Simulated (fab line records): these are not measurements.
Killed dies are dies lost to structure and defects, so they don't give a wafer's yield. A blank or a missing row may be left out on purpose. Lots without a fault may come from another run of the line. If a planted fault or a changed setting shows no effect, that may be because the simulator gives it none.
The tool behind it: which one? + flow sky130 + 14 lots with 42 wafers sampled at 2 steps, on a route of 708 steps

## WHAT THE GAUGES SHOWED, per wafer
The record holds no reading of a measuring or inspecting step that can be judged against a usual standard deviation.

## WHICH TOOL RAN EACH LOT (tool, then ch and the chambers of the sampled wafers, then the start)
| lot  | SKY_LDD_N_IMPLANT_14            | SKY_LDD_N_STRIP_16                  |
|------|---------------------------------|-------------------------------------|
| L185 | implanter-04 ch 0, day 17 23:59 | plasmaAsher-03 ch 0,1, day 18 00:17 |
| L188 | implanter-03 ch 0, day 19 09:14 | plasmaAsher-03 ch 0,1, day 19 09:31 |
| L189 | implanter-03 ch 0, day 19 19:05 | plasmaAsher-02 ch 0,1, day 19 19:22 |
| L190 | implanter-01 ch 0, day 20 08:14 | plasmaAsher-03 ch 0,1, day 20 08:31 |
| L193 | implanter-01 ch 0, day 21 06:28 | plasmaAsher-01 ch 0,1, day 21 06:46 |
| L194 | implanter-03 ch 0, day 21 11:02 | plasmaAsher-02 ch 0,1, day 21 11:19 |
| L195 | implanter-03 ch 0, day 21 21:25 | plasmaAsher-01 ch 0,1, day 21 21:41 |
| L196 | implanter-01 ch 0, day 22 09:23 | plasmaAsher-02 ch 0,1, day 22 09:41 |
| L197 | implanter-03 ch 0, day 22 22:43 | plasmaAsher-02 ch 0,1, day 22 22:59 |
| L203 | implanter-01 ch 0, day 24 20:37 | plasmaAsher-02 ch 0,1, day 24 20:55 |
| L204 | implanter-04 ch 0, day 25 07:31 | plasmaAsher-01 ch 0,1, day 25 07:49 |
| L205 | implanter-03 ch 0, day 25 15:15 | plasmaAsher-02 ch 0,1, day 25 15:31 |
| L206 | implanter-03 ch 0, day 25 17:31 | plasmaAsher-02 ch 0,1, day 25 17:49 |
| L207 | implanter-04 ch 0, day 26 04:49 | plasmaAsher-01 ch 0,1, day 26 05:07 |
- SKY_LDD_N_IMPLANT_14
- SKY_LDD_N_STRIP_16: strips in O2/N2.

## WHAT THE TOOLS THEMSELVES READ (means of the sampled wafers that have a number; where no wafer has one, the mark that the record gives instead)
SKY_LDD_N_IMPLANT_14.
| lot  | tool         | doseIonsCm2 | faradayCurrentUA |
|------|--------------|-------------|------------------|
| L185 | implanter-04 | 4.991e+12   | 27.7             |
| L188 | implanter-03 | 4.993e+12   | 28.4             |
| L189 | implanter-03 | 5.001e+12   | 28.2             |
| L190 | implanter-01 | 5.000e+12   | 28.8             |
| L193 | implanter-01 | 5.000e+12   | 27.8             |
| L194 | implanter-03 | 4.999e+12   | 28.6             |
| L195 | implanter-03 | 3.672e+13   | 210.5            |
| L196 | implanter-01 | 5.000e+12   | 28.3             |
| L197 | implanter-03 | 3.673e+13   | 207.7            |
| L203 | implanter-01 | 5.000e+12   | 28.5             |
| L204 | implanter-04 | 4.999e+12   | 28.4             |
| L205 | implanter-03 | 4.994e+12   | 27.5             |
| L206 | implanter-03 | 5.002e+12   | 28.0             |
| L207 | implanter-04 | 4.997e+12   | 28.7             |

SKY_LDD_N_STRIP_16.
| lot  | tool           | drypumpMotorCurrentA (A) | o2FlowSccm (sccm) | oesProductAu (a.u.) | stripTimeToEndpointS (s) |
|------|----------------|--------------------------|-------------------|---------------------|--------------------------|
| L185 | plasmaAsher-03 | 5.8                      | 3000              | 0.407               | 4.306                    |
| L188 | plasmaAsher-03 | 5.8                      | 3003              | 0.411               | 4.317                    |
| L189 | plasmaAsher-02 | 5.5                      | 3005              | 0.406               | 4.302                    |
| L190 | plasmaAsher-03 | 5.8                      | 2993              | 0.409               | 4.325                    |
| L193 | plasmaAsher-01 | 6.0                      | 3007              | 0.411               | 4.319                    |
| L194 | plasmaAsher-02 | 5.5                      | 3009              | 0.405               | 4.309                    |
| L195 | plasmaAsher-01 | 6.1                      | 3003              | 0.408               | 4.413                    |
| L196 | plasmaAsher-02 | 5.5                      | 3003              | 0.404               | 4.313                    |
| L197 | plasmaAsher-02 | 6.0                      | 2998              | 0.406               | 4.382                    |
| L203 | plasmaAsher-02 | 5.5                      | 2996              | 0.409               | 4.323                    |
| L204 | plasmaAsher-01 | 6.0                      | 3004              | 0.406               | 4.324                    |
| L205 | plasmaAsher-02 | 5.5                      | 3001              | 0.405               | 4.325                    |
| L206 | plasmaAsher-02 | 5.5                      | 3000              | 0.413               | 4.321                    |
| L207 | plasmaAsher-01 | 6.0                      | 3007              | 0.406               | 4.315                    |

## THE ANSWER, worked out from the rows above alone
Rule: usual is defined by the lots themselves. Put in order of their means at a reading, lots are off if they are a third of the lots or fewer, leave a main group of 4 or more, and stand apart from it by a gap of 3 or more times the standard deviation of the main group's means; of several such gaps the widest counts. A main group whose means are all the same, to the digits that the tables above print for the reading, isn't used. Also off: a lot with no number at a reading for which 4 or more lots have one. Where the step has rows for the other lots, those lots are counted as sound. First the gauges in route order, then the tools' own readings, where a lot's mean is used as printed above. The first step at which some lot is off is used, and at that step the reading that is off furthest; a lot without a number counts as furthest.
Off, at SKY_LDD_N_IMPLANT_14 on doseIonsCm2: L195, L197. For the main group the mean is 4.998e+12 and the standard deviation 3.3e+09.
If a tool, at that step or one of the process steps before it, ran each lot that is off and ran no sound lot following the first of them, it fits. No candidate that was tried fits.

## WHAT THE SIMULATOR PUT IN
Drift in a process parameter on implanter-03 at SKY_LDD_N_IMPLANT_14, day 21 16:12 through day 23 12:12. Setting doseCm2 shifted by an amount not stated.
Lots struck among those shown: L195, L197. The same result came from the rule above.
